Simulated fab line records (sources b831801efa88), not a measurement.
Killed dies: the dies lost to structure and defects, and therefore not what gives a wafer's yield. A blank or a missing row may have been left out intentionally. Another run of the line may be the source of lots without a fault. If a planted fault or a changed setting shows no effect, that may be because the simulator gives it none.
fab line records / flow gf180mcu
record lots=14 wafers=42 last_day=34
route steps=602 shown PSD@260 M3@411 V4@480
lots with no fault: from the same line, run without faults
start_h: start of the lot's first displayed wafer, in hours after the record's first day / wait_h: how many hours have passed since the lot's step before this one / " as in the row above / L1.1+2: a single row standing in for several wafers / - no value present, or no start provided / * or withheld: withheld / < > ~ a bound
route shown NAME@n: a module of which the file shows steps, and the number in the route of the first / usual: mean and standard deviation over wafers with no fault / same: alike in all rows / chamber/n: place in a boat / sites: each site's reading / _std_site: how widely they spread, as a standard deviation / _edge_site: outer sites' mean less inner sites' / radius_mm: for every site, how far away it sits from the centre of the wafer / mask NAME#n: copy n / behind: the last tool/chamber to shape the wafer / hold: cause of the lot's hold/its duration in hours/its outcome / device: whichever transistor did not switch (one of n, p or np) / end of line: tests of these same wafers at the route's end / a step without rows: its recipe alone / killed: the dies lost at the first sort to structure and to defects; this is not the yield of the wafer / map: the dies of a wafer, with x for killed, . for not killed, _ for no die there
set.NAME: the run value of the setting; set.NAME@STEP: its run value at that earlier step / model.NAME: the simulator's own value behind a step, which no gauge read
one table for each step of the route and one row for each wafer, over a sample of lots
services: the hour from which a tool's chamber was out of use, counted from the record's first day as start_h (under 0 if before that day), plus the number of hours and why
## steps
# step GF_PSD_CLEAN_12
# recipe chemistry=SC1/SC2 mix=1:4:20 temp_c=70 time_s=150 dry=n2_spin
# usual run_length_s=178/3.6
lot.wafer=L131.2 tool=wet_bench-03 chamber=0 start_h=319.71 wait_h=0.0 run_length_s=176
lot.wafer=L131.3 tool=wet_bench-03 chamber=0 start_h=319.71 wait_h=0.0 run_length_s=176
lot.wafer=L131.6 tool=wet_bench-03 chamber=0 start_h=319.71 wait_h=0.0 run_length_s=176
lot.wafer=L132.2 tool=wet_bench-03 chamber=1 start_h=321.50 wait_h=0.0 run_length_s=176
lot.wafer=L132.3 tool=wet_bench-03 chamber=1 start_h=321.50 wait_h=0.0 run_length_s=176
lot.wafer=L132.4 tool=wet_bench-03 chamber=1 start_h=321.50 wait_h=0.0 run_length_s=176
lot.wafer=L133.1 tool=wet_bench-03 chamber=0 start_h=333.66 wait_h=0.1 run_length_s=185
lot.wafer=L133.5 tool=wet_bench-03 chamber=0 start_h=333.66 wait_h=0.1 run_length_s=185
lot.wafer=L133.6 tool=wet_bench-03 chamber=0 start_h=333.66 wait_h=0.1 run_length_s=185
lot.wafer=L134.3 tool=wet_bench-02 chamber=0 start_h=340.26 wait_h=0.0 run_length_s=174
lot.wafer=L134.4 tool=wet_bench-02 chamber=0 start_h=340.26 wait_h=0.0 run_length_s=174
lot.wafer=L134.6 tool=wet_bench-02 chamber=0 start_h=340.26 wait_h=0.0 run_length_s=174
lot.wafer=L135.2 tool=wet_bench-01 chamber=2 start_h=348.64 wait_h=0.0 run_length_s=183
lot.wafer=L135.4 tool=wet_bench-01 chamber=2 start_h=348.64 wait_h=0.0 run_length_s=183
lot.wafer=L135.6 tool=wet_bench-01 chamber=2 start_h=348.64 wait_h=0.0 run_length_s=183
lot.wafer=L137.3 tool=wet_bench-02 chamber=1 start_h=369.24 wait_h=0.0 run_length_s=176
lot.wafer=L137.4 tool=wet_bench-02 chamber=1 start_h=369.24 wait_h=0.0 run_length_s=176
lot.wafer=L137.5 tool=wet_bench-02 chamber=1 start_h=369.24 wait_h=0.0 run_length_s=176
lot.wafer=L136.2 tool=wet_bench-03 chamber=1 start_h=371.11 wait_h=0.0 run_length_s=177
lot.wafer=L136.5 tool=wet_bench-03 chamber=1 start_h=371.11 wait_h=0.0 run_length_s=177
lot.wafer=L136.6 tool=wet_bench-03 chamber=1 start_h=371.11 wait_h=0.0 run_length_s=177
lot.wafer=L138.3 tool=wet_bench-03 chamber=3 start_h=379.08 wait_h=0.0 run_length_s=178
lot.wafer=L138.5 tool=wet_bench-03 chamber=3 start_h=379.08 wait_h=0.0 run_length_s=178
lot.wafer=L138.6 tool=wet_bench-03 chamber=3 start_h=379.08 wait_h=0.0 run_length_s=178
lot.wafer=L139.2 tool=wet_bench-02 chamber=0 start_h=387.54 wait_h=0.0 run_length_s=174
lot.wafer=L139.3 tool=wet_bench-02 chamber=0 start_h=387.54 wait_h=0.0 run_length_s=174
lot.wafer=L139.5 tool=wet_bench-02 chamber=0 start_h=387.54 wait_h=0.0 run_length_s=174
lot.wafer=L140.2 tool=wet_bench-03 chamber=0 start_h=400.13 wait_h=0.0 run_length_s=176
lot.wafer=L140.3 tool=wet_bench-03 chamber=0 start_h=400.13 wait_h=0.0 run_length_s=176
lot.wafer=L140.6 tool=wet_bench-03 chamber=0 start_h=400.13 wait_h=0.0 run_length_s=176
lot.wafer=L141.3 tool=wet_bench-02 chamber=2 start_h=409.46 wait_h=0.0 run_length_s=175
lot.wafer=L141.5 tool=wet_bench-02 chamber=2 start_h=409.46 wait_h=0.0 run_length_s=175
lot.wafer=L141.6 tool=wet_bench-02 chamber=2 start_h=409.46 wait_h=0.0 run_length_s=175
lot.wafer=L143.1 tool=wet_bench-03 chamber=3 start_h=424.31 wait_h=0.1 run_length_s=183
lot.wafer=L143.5 tool=wet_bench-03 chamber=3 start_h=424.31 wait_h=0.1 run_length_s=183
lot.wafer=L143.6 tool=wet_bench-03 chamber=3 start_h=424.31 wait_h=0.1 run_length_s=183
lot.wafer=L150.1 tool=wet_bench-03 chamber=3 start_h=491.51 wait_h=0.1 run_length_s=41
lot.wafer=L150.3 tool=wet_bench-03 chamber=3 start_h=491.51 wait_h=0.1 run_length_s=41
lot.wafer=L150.5 tool=wet_bench-03 chamber=3 start_h=491.51 wait_h=0.1 run_length_s=41
lot.wafer=L152.2 tool=wet_bench-03 chamber=0 start_h=499.21 wait_h=0.0 run_length_s=42
lot.wafer=L152.5 tool=wet_bench-03 chamber=0 start_h=499.21 wait_h=0.0 run_length_s=42
lot.wafer=L152.6 tool=wet_bench-03 chamber=0 start_h=499.21 wait_h=0.0 run_length_s=42
# step GF_M3_SPUTTER_02
# recipe material=AlCu target_thk_nm=450 power_w=10600 time_s=23.9 chamber_pressure_pa=0.4
# usual throttle_valve_pct=30.6/1.1
# same time_s=23.9
lot.wafer=L131.2 tool=pvd_sputter-02 chamber=- start_h=467.20 wait_h=0.0 throttle_valve_pct=30.2
lot.wafer=L131.3 tool=pvd_sputter-02 chamber=- start_h=467.20 wait_h=0.0 throttle_valve_pct=30.9
lot.wafer=L131.6 tool=pvd_sputter-02 chamber=- start_h=467.20 wait_h=0.0 throttle_valve_pct=31.1
lot.wafer=L132.2 tool=pvd_sputter-03 chamber=- start_h=470.51 wait_h=0.0 throttle_valve_pct=29.1
lot.wafer=L132.3 tool=pvd_sputter-03 chamber=- start_h=470.51 wait_h=0.0 throttle_valve_pct=31.6
lot.wafer=L132.4 tool=pvd_sputter-03 chamber=- start_h=470.51 wait_h=0.0 throttle_valve_pct=29.2
lot.wafer=L133.1 tool=pvd_sputter-01 chamber=- start_h=481.52 wait_h=0.0 throttle_valve_pct=30.3
lot.wafer=L133.5 tool=pvd_sputter-01 chamber=- start_h=481.52 wait_h=0.0 throttle_valve_pct=30.5
lot.wafer=L133.6 tool=pvd_sputter-01 chamber=- start_h=481.52 wait_h=0.0 throttle_valve_pct=30.8
lot.wafer=L134.3 tool=pvd_sputter-03 chamber=- start_h=489.66 wait_h=0.0 throttle_valve_pct=31.0
lot.wafer=L134.4 tool=pvd_sputter-03 chamber=- start_h=489.66 wait_h=0.0 throttle_valve_pct=29.2
lot.wafer=L134.6 tool=pvd_sputter-03 chamber=- start_h=489.66 wait_h=0.0 throttle_valve_pct=31.4
lot.wafer=L135.2 tool=pvd_sputter-03 chamber=- start_h=499.60 wait_h=0.0 throttle_valve_pct=29.3
lot.wafer=L135.4 tool=pvd_sputter-03 chamber=- start_h=499.60 wait_h=0.0 throttle_valve_pct=29.2
lot.wafer=L135.6 tool=pvd_sputter-03 chamber=- start_h=499.60 wait_h=0.0 throttle_valve_pct=30.8
lot.wafer=L137.3 tool=pvd_sputter-01 chamber=- start_h=521.95 wait_h=0.0 throttle_valve_pct=32.4
lot.wafer=L137.4 tool=pvd_sputter-01 chamber=- start_h=521.95 wait_h=0.0 throttle_valve_pct=30.8
lot.wafer=L137.5 tool=pvd_sputter-01 chamber=- start_h=521.95 wait_h=0.0 throttle_valve_pct=32.6
lot.wafer=L136.2 tool=pvd_sputter-01 chamber=- start_h=523.50 wait_h=0.0 throttle_valve_pct=32.5
lot.wafer=L136.5 tool=pvd_sputter-01 chamber=- start_h=523.50 wait_h=0.0 throttle_valve_pct=30.8
lot.wafer=L136.6 tool=pvd_sputter-01 chamber=- start_h=523.50 wait_h=0.0 throttle_valve_pct=32.6
lot.wafer=L138.3 tool=pvd_sputter-01 chamber=- start_h=530.46 wait_h=0.0 throttle_valve_pct=32.6
lot.wafer=L138.5 tool=pvd_sputter-01 chamber=- start_h=530.46 wait_h=0.0 throttle_valve_pct=32.9
lot.wafer=L138.6 tool=pvd_sputter-01 chamber=- start_h=530.46 wait_h=0.0 throttle_valve_pct=30.6
lot.wafer=L139.2 tool=pvd_sputter-02 chamber=- start_h=536.80 wait_h=0.0 throttle_valve_pct=28.7
lot.wafer=L139.3 tool=pvd_sputter-02 chamber=- start_h=536.80 wait_h=0.0 throttle_valve_pct=29.9
lot.wafer=L139.5 tool=pvd_sputter-02 chamber=- start_h=536.80 wait_h=0.0 throttle_valve_pct=28.8
lot.wafer=L140.2 tool=pvd_sputter-03 chamber=- start_h=552.34 wait_h=0.0 throttle_valve_pct=29.4
lot.wafer=L140.3 tool=pvd_sputter-03 chamber=- start_h=552.34 wait_h=0.0 throttle_valve_pct=29.1
lot.wafer=L140.6 tool=pvd_sputter-03 chamber=- start_h=552.34 wait_h=0.0 throttle_valve_pct=31.5
lot.wafer=L141.3 tool=pvd_sputter-03 chamber=- start_h=561.44 wait_h=0.0 throttle_valve_pct=29.2
lot.wafer=L141.5 tool=pvd_sputter-03 chamber=- start_h=561.44 wait_h=0.0 throttle_valve_pct=31.5
lot.wafer=L141.6 tool=pvd_sputter-03 chamber=- start_h=561.44 wait_h=0.0 throttle_valve_pct=29.2
lot.wafer=L143.1 tool=pvd_sputter-01 chamber=- start_h=574.45 wait_h=0.0 throttle_valve_pct=30.8
lot.wafer=L143.5 tool=pvd_sputter-01 chamber=- start_h=574.45 wait_h=0.0 throttle_valve_pct=31.0
lot.wafer=L143.6 tool=pvd_sputter-01 chamber=- start_h=574.45 wait_h=0.0 throttle_valve_pct=30.3
lot.wafer=L150.1 tool=pvd_sputter-01 chamber=- start_h=632.82 wait_h=0.0 throttle_valve_pct=30.5
lot.wafer=L150.3 tool=pvd_sputter-01 chamber=- start_h=632.82 wait_h=0.0 throttle_valve_pct=30.8
lot.wafer=L150.5 tool=pvd_sputter-01 chamber=- start_h=632.82 wait_h=0.0 throttle_valve_pct=33.0
lot.wafer=L152.2 tool=pvd_sputter-02 chamber=- start_h=640.10 wait_h=0.0 throttle_valve_pct=29.9
lot.wafer=L152.5 tool=pvd_sputter-02 chamber=- start_h=640.10 wait_h=0.0 throttle_valve_pct=30.4
lot.wafer=L152.6 tool=pvd_sputter-02 chamber=- start_h=640.10 wait_h=0.0 throttle_valve_pct=30.8
# step GF_V4_CMP_04
# recipe material=SiO2 down_force_psi=4 platen_rpm=60 pad_velocity_m_s=0.94248
# usual motor_current_A=12.1/1.5 retaining_ring_pressure_frac=0.999/0.0048 time_to_endpoint_s=81/5.4
lot.wafer=L131.3 tool=cmp-02 chamber=0 start_h=544.00 wait_h=0.0 motor_current_A=13.3 retaining_ring_pressure_frac=0.999 time_to_endpoint_s=81
lot.wafer=L131.2 tool=cmp-02 chamber=1 start_h=544.00 wait_h=0.0 motor_current_A=10.8 retaining_ring_pressure_frac=1.005 time_to_endpoint_s=79
lot.wafer=L131.6 tool=cmp-02 chamber=0 start_h=544.00 wait_h=0.0 motor_current_A=13.9 retaining_ring_pressure_frac=1.008 time_to_endpoint_s=81
lot.wafer=L132.3 tool=cmp-02 chamber=2 start_h=545.78 wait_h=0.0 motor_current_A=10.3 retaining_ring_pressure_frac=0.999 time_to_endpoint_s=81
lot.wafer=L132.4 tool=cmp-02 chamber=3 start_h=545.78 wait_h=0.0 motor_current_A=13.5 retaining_ring_pressure_frac=1.004 time_to_endpoint_s=81
lot.wafer=L132.2 tool=cmp-02 chamber=1 start_h=545.78 wait_h=0.0 motor_current_A=10.6 retaining_ring_pressure_frac=0.990 time_to_endpoint_s=84
lot.wafer=L133.1 tool=cmp-02 chamber=0 start_h=554.84 wait_h=0.1 motor_current_A=14.2 retaining_ring_pressure_frac=0.998 time_to_endpoint_s=71
lot.wafer=L133.6 tool=cmp-02 chamber=0 start_h=554.84 wait_h=0.1 motor_current_A=14.2 retaining_ring_pressure_frac=0.995 time_to_endpoint_s=77
lot.wafer=L133.5 tool=cmp-02 chamber=1 start_h=554.84 wait_h=0.1 motor_current_A=9.7 retaining_ring_pressure_frac=0.993 time_to_endpoint_s=86
lot.wafer=L134.4 tool=cmp-02 chamber=1 start_h=563.75 wait_h=0.0 motor_current_A=10.2 retaining_ring_pressure_frac=0.999 time_to_endpoint_s=93
lot.wafer=L134.3 tool=cmp-02 chamber=3 start_h=563.75 wait_h=0.0 motor_current_A=12.4 retaining_ring_pressure_frac=1.005 time_to_endpoint_s=81
lot.wafer=L134.6 tool=cmp-02 chamber=2 start_h=563.75 wait_h=0.0 motor_current_A=11.0 retaining_ring_pressure_frac=0.993 time_to_endpoint_s=83
lot.wafer=L135.4 tool=cmp-02 chamber=2 start_h=572.29 wait_h=0.2 motor_current_A=11.3 retaining_ring_pressure_frac=1.008 time_to_endpoint_s=81
lot.wafer=L135.2 tool=cmp-02 chamber=0 start_h=572.29 wait_h=0.2 motor_current_A=13.6 retaining_ring_pressure_frac=1.002 time_to_endpoint_s=76
lot.wafer=L135.6 tool=cmp-02 chamber=2 start_h=572.29 wait_h=0.2 motor_current_A=11.7 retaining_ring_pressure_frac=0.998 time_to_endpoint_s=85
lot.wafer=L137.4 tool=cmp-02 chamber=2 start_h=592.86 wait_h=0.0 motor_current_A=11.6 retaining_ring_pressure_frac=0.994 time_to_endpoint_s=81
lot.wafer=L137.3 tool=cmp-02 chamber=0 start_h=592.86 wait_h=0.0 motor_current_A=13.6 retaining_ring_pressure_frac=1.002 time_to_endpoint_s=73
lot.wafer=L137.5 tool=cmp-02 chamber=3 start_h=592.86 wait_h=0.0 motor_current_A=12.3 retaining_ring_pressure_frac=1.010 time_to_endpoint_s=77
lot.wafer=L136.2 tool=cmp-01 chamber=3 start_h=594.68 wait_h=0.0 motor_current_A=14.0 retaining_ring_pressure_frac=1.004 time_to_endpoint_s=80
lot.wafer=L136.6 tool=cmp-01 chamber=3 start_h=594.68 wait_h=0.0 motor_current_A=13.5 retaining_ring_pressure_frac=1.007 time_to_endpoint_s=87
lot.wafer=L136.5 tool=cmp-01 chamber=0 start_h=594.68 wait_h=0.0 motor_current_A=10.1 retaining_ring_pressure_frac=1.004 time_to_endpoint_s=81
lot.wafer=L138.3 tool=cmp-01 chamber=2 start_h=602.09 wait_h=0.0 motor_current_A=11.8 retaining_ring_pressure_frac=0.999 time_to_endpoint_s=75
lot.wafer=L138.6 tool=cmp-01 chamber=2 start_h=602.09 wait_h=0.0 motor_current_A=11.5 retaining_ring_pressure_frac=0.998 time_to_endpoint_s=77
lot.wafer=L138.5 tool=cmp-01 chamber=3 start_h=602.09 wait_h=0.0 motor_current_A=13.7 retaining_ring_pressure_frac=0.991 time_to_endpoint_s=82
lot.wafer=L139.2 tool=cmp-02 chamber=0 start_h=605.88 wait_h=0.1 motor_current_A=13.4 retaining_ring_pressure_frac=1.006 time_to_endpoint_s=78
lot.wafer=L139.3 tool=cmp-02 chamber=2 start_h=605.88 wait_h=0.1 motor_current_A=11.2 retaining_ring_pressure_frac=0.998 time_to_endpoint_s=80
lot.wafer=L139.5 tool=cmp-02 chamber=0 start_h=605.88 wait_h=0.1 motor_current_A=14.2 retaining_ring_pressure_frac=1.005 time_to_endpoint_s=79
lot.wafer=L140.3 tool=cmp-02 chamber=2 start_h=621.94 wait_h=0.1 motor_current_A=11.2 retaining_ring_pressure_frac=1.007 time_to_endpoint_s=85
lot.wafer=L140.2 tool=cmp-02 chamber=3 start_h=621.94 wait_h=0.1 motor_current_A=12.3 retaining_ring_pressure_frac=1.002 time_to_endpoint_s=83
lot.wafer=L140.6 tool=cmp-02 chamber=1 start_h=621.94 wait_h=0.1 motor_current_A=10.5 retaining_ring_pressure_frac=0.998 time_to_endpoint_s=85
lot.wafer=L141.3 tool=cmp-02 chamber=1 start_h=628.96 wait_h=0.1 motor_current_A=10.2 retaining_ring_pressure_frac=0.998 time_to_endpoint_s=81
lot.wafer=L141.5 tool=cmp-02 chamber=3 start_h=628.96 wait_h=0.1 motor_current_A=12.5 retaining_ring_pressure_frac=0.994 time_to_endpoint_s=82
lot.wafer=L141.6 tool=cmp-02 chamber=0 start_h=628.96 wait_h=0.1 motor_current_A=14.0 retaining_ring_pressure_frac=1.001 time_to_endpoint_s=82
lot.wafer=L143.1 tool=cmp-02 chamber=0 start_h=641.30 wait_h=0.1 motor_current_A=13.7 retaining_ring_pressure_frac=1.000 time_to_endpoint_s=70
lot.wafer=L143.6 tool=cmp-02 chamber=3 start_h=641.30 wait_h=0.1 motor_current_A=12.0 retaining_ring_pressure_frac=0.988 time_to_endpoint_s=83
lot.wafer=L143.5 tool=cmp-02 chamber=0 start_h=641.30 wait_h=0.1 motor_current_A=14.2 retaining_ring_pressure_frac=1.000 time_to_endpoint_s=81
lot.wafer=L150.1 tool=cmp-02 chamber=1 start_h=696.09 wait_h=0.1 motor_current_A=10.3 retaining_ring_pressure_frac=0.996 time_to_endpoint_s=91
lot.wafer=L150.3 tool=cmp-02 chamber=2 start_h=696.09 wait_h=0.1 motor_current_A=10.9 retaining_ring_pressure_frac=0.995 time_to_endpoint_s=86
lot.wafer=L150.5 tool=cmp-02 chamber=1 start_h=696.09 wait_h=0.1 motor_current_A=10.0 retaining_ring_pressure_frac=0.998 time_to_endpoint_s=90
lot.wafer=L152.2 tool=cmp-02 chamber=3 start_h=701.74 wait_h=0.1 motor_current_A=12.6 retaining_ring_pressure_frac=1.004 time_to_endpoint_s=81
lot.wafer=L152.6 tool=cmp-02 chamber=1 start_h=701.74 wait_h=0.1 motor_current_A=9.8 retaining_ring_pressure_frac=1.000 time_to_endpoint_s=85
lot.wafer=L152.5 tool=cmp-02 chamber=2 start_h=701.74 wait_h=0.1 motor_current_A=11.6 retaining_ring_pressure_frac=1.000 time_to_endpoint_s=87
# step GF_V4_SPUTTER_21
# recipe material=Ti target_thk_nm=15 chamber_pressure_pa=5 power_w=2500 substrate_temp_c=200 time_s=80.02
# usual throttle_valve_pct=30.5/0.89
# same time_s=80.02
lot.wafer=L131.2 tool=pvd_sputter-04 chamber=- start_h=569.01 wait_h=0.0 throttle_valve_pct=30.9
lot.wafer=L131.3 tool=pvd_sputter-04 chamber=- start_h=569.01 wait_h=0.0 throttle_valve_pct=31.3
lot.wafer=L131.6 tool=pvd_sputter-04 chamber=- start_h=569.01 wait_h=0.0 throttle_valve_pct=30.7
lot.wafer=L132.2 tool=pvd_sputter-02 chamber=- start_h=569.01 wait_h=0.0 throttle_valve_pct=29.0
lot.wafer=L132.3 tool=pvd_sputter-02 chamber=- start_h=569.01 wait_h=0.0 throttle_valve_pct=30.2
lot.wafer=L132.4 tool=pvd_sputter-02 chamber=- start_h=569.01 wait_h=0.0 throttle_valve_pct=31.0
lot.wafer=L133.1 tool=pvd_sputter-02 chamber=- start_h=578.19 wait_h=0.0 throttle_valve_pct=30.5
lot.wafer=L133.5 tool=pvd_sputter-02 chamber=- start_h=578.19 wait_h=0.0 throttle_valve_pct=30.4
lot.wafer=L133.6 tool=pvd_sputter-02 chamber=- start_h=578.19 wait_h=0.0 throttle_valve_pct=29.8
lot.wafer=L134.3 tool=pvd_sputter-01 chamber=- start_h=586.84 wait_h=0.0 throttle_valve_pct=32.7
lot.wafer=L134.4 tool=pvd_sputter-01 chamber=- start_h=586.84 wait_h=0.0 throttle_valve_pct=30.5
lot.wafer=L134.6 tool=pvd_sputter-01 chamber=- start_h=586.84 wait_h=0.0 throttle_valve_pct=30.5
lot.wafer=L135.2 tool=pvd_sputter-02 chamber=- start_h=595.13 wait_h=0.0 throttle_valve_pct=30.7
lot.wafer=L135.4 tool=pvd_sputter-02 chamber=- start_h=595.13 wait_h=0.0 throttle_valve_pct=30.2
lot.wafer=L135.6 tool=pvd_sputter-02 chamber=- start_h=595.13 wait_h=0.0 throttle_valve_pct=28.7
lot.wafer=L137.3 tool=pvd_sputter-04 chamber=- start_h=615.05 wait_h=0.0 throttle_valve_pct=31.3
lot.wafer=L137.4 tool=pvd_sputter-04 chamber=- start_h=615.05 wait_h=0.0 throttle_valve_pct=30.6
lot.wafer=L137.5 tool=pvd_sputter-04 chamber=- start_h=615.05 wait_h=0.0 throttle_valve_pct=30.6
lot.wafer=L136.2 tool=pvd_sputter-04 chamber=- start_h=616.95 wait_h=0.0 throttle_valve_pct=30.9
lot.wafer=L136.5 tool=pvd_sputter-04 chamber=- start_h=616.95 wait_h=0.0 throttle_valve_pct=30.7
lot.wafer=L136.6 tool=pvd_sputter-04 chamber=- start_h=616.95 wait_h=0.0 throttle_valve_pct=30.5
lot.wafer=L138.3 tool=pvd_sputter-04 chamber=- start_h=623.71 wait_h=0.0 throttle_valve_pct=31.1
lot.wafer=L138.5 tool=pvd_sputter-04 chamber=- start_h=623.71 wait_h=0.0 throttle_valve_pct=31.0
lot.wafer=L138.6 tool=pvd_sputter-04 chamber=- start_h=623.71 wait_h=0.0 throttle_valve_pct=30.6
lot.wafer=L139.2 tool=pvd_sputter-01 chamber=- start_h=627.90 wait_h=0.0 throttle_valve_pct=32.7
lot.wafer=L139.3 tool=pvd_sputter-01 chamber=- start_h=627.90 wait_h=0.0 throttle_valve_pct=30.5
lot.wafer=L139.5 tool=pvd_sputter-01 chamber=- start_h=627.90 wait_h=0.0 throttle_valve_pct=30.4
lot.wafer=L140.2 tool=pvd_sputter-02 chamber=- start_h=643.07 wait_h=0.0 throttle_valve_pct=31.1
lot.wafer=L140.3 tool=pvd_sputter-02 chamber=- start_h=643.07 wait_h=0.0 throttle_valve_pct=29.9
lot.wafer=L140.6 tool=pvd_sputter-02 chamber=- start_h=643.07 wait_h=0.0 throttle_valve_pct=30.0
lot.wafer=L141.3 tool=pvd_sputter-04 chamber=- start_h=649.76 wait_h=0.0 throttle_valve_pct=31.3
lot.wafer=L141.5 tool=pvd_sputter-04 chamber=- start_h=649.76 wait_h=0.0 throttle_valve_pct=31.2
lot.wafer=L141.6 tool=pvd_sputter-04 chamber=- start_h=649.76 wait_h=0.0 throttle_valve_pct=30.7
lot.wafer=L143.1 tool=pvd_sputter-02 chamber=- start_h=662.80 wait_h=0.0 throttle_valve_pct=28.9
lot.wafer=L143.5 tool=pvd_sputter-02 chamber=- start_h=662.80 wait_h=0.0 throttle_valve_pct=30.9
lot.wafer=L143.6 tool=pvd_sputter-02 chamber=- start_h=662.80 wait_h=0.0 throttle_valve_pct=30.3
lot.wafer=L150.1 tool=pvd_sputter-02 chamber=- start_h=716.05 wait_h=0.0 throttle_valve_pct=31.0
lot.wafer=L150.3 tool=pvd_sputter-02 chamber=- start_h=716.05 wait_h=0.0 throttle_valve_pct=29.8
lot.wafer=L150.5 tool=pvd_sputter-02 chamber=- start_h=716.05 wait_h=0.0 throttle_valve_pct=28.9
lot.wafer=L152.2 tool=pvd_sputter-02 chamber=- start_h=720.96 wait_h=0.0 throttle_valve_pct=28.9
lot.wafer=L152.5 tool=pvd_sputter-02 chamber=- start_h=720.96 wait_h=0.0 throttle_valve_pct=29.8
lot.wafer=L152.6 tool=pvd_sputter-02 chamber=- start_h=720.96 wait_h=0.0 throttle_valve_pct=28.9
## services
tool=cmp-02 chamber=- start_h=305.10 hours=4.6 kind=pm
tool=cmp-01 chamber=- start_h=306.76 hours=0.7 kind=repair
tool=cmp-02 chamber=- start_h=322.38 hours=8.0 kind=pm
tool=pvd_sputter-04 chamber=- start_h=327.14 hours=3.1 kind=repair
tool=pvd_sputter-02 chamber=- start_h=334.73 hours=5.2 kind=repair
tool=wet_bench-03 chamber=- start_h=335.10 hours=1.4 kind=repair
tool=pvd_sputter-03 chamber=- start_h=335.97 hours=15.3 kind=repair
tool=cmp-02 chamber=- start_h=392.62 hours=4.3 kind=repair
tool=cmp-02 chamber=- start_h=404.00 hours=4.0 kind=pm
tool=pvd_sputter-03 chamber=- start_h=424.45 hours=2.2 kind=repair
tool=wet_bench-03 chamber=- start_h=442.52 hours=0.9 kind=repair
tool=cmp-02 chamber=- start_h=463.98 hours=0.7 kind=repair
tool=pvd_sputter-01 chamber=- start_h=491.50 hours=10.0 kind=repair
tool=pvd_sputter-03 chamber=- start_h=546.01 hours=3.2 kind=repair
tool=cmp-02 chamber=- start_h=557.04 hours=1.0 kind=repair
tool=pvd_sputter-03 chamber=- start_h=574.42 hours=1.6 kind=repair
tool=wet_bench-03 chamber=- start_h=585.66 hours=1.5 kind=repair
tool=pvd_sputter-03 chamber=- start_h=594.66 hours=24.6 kind=repair
tool=cmp-02 chamber=- start_h=597.96 hours=0.6 kind=repair
tool=cmp-02 chamber=- start_h=636.12 hours=1.1 kind=repair
tool=pvd_sputter-02 chamber=- start_h=647.36 hours=2.6 kind=repair
tool=cmp-02 chamber=- start_h=673.86 hours=3.0 kind=pm
tool=cmp-02 chamber=- start_h=683.81 hours=2.1 kind=repair
tool=pvd_sputter-04 chamber=- start_h=719.15 hours=1.1 kind=repair
## key
first_sign step=GF_PSD_CLEAN_12 reading=run_length_s direction=down sigmas=38 usual=* struck=*
effect none on later readings
met_at GF_PSD_CLEAN_12
struck_lots L150,L152
tester_left_out L150,L152
not_acting_at GF_M3_SPUTTER_02,GF_V4_CMP_04,GF_V4_SPUTTER_21
onset_between 424.31 491.51
fault kind=process_parameter_drift tool=wet_bench-03 chamber=- onset_h=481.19 steps=GF_PSD_CLEAN_12 channel=time_s offset=* shape=step end_h=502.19 acts_in=* stated=*
# tester_left_out: of these lots the tester's yield and bins aren't shown, on N5 and GAA mostly nor the transistor test; their killed dies are dies lost to structure and defects alone, not to doping, threshold or leakage, so they don't give the yield
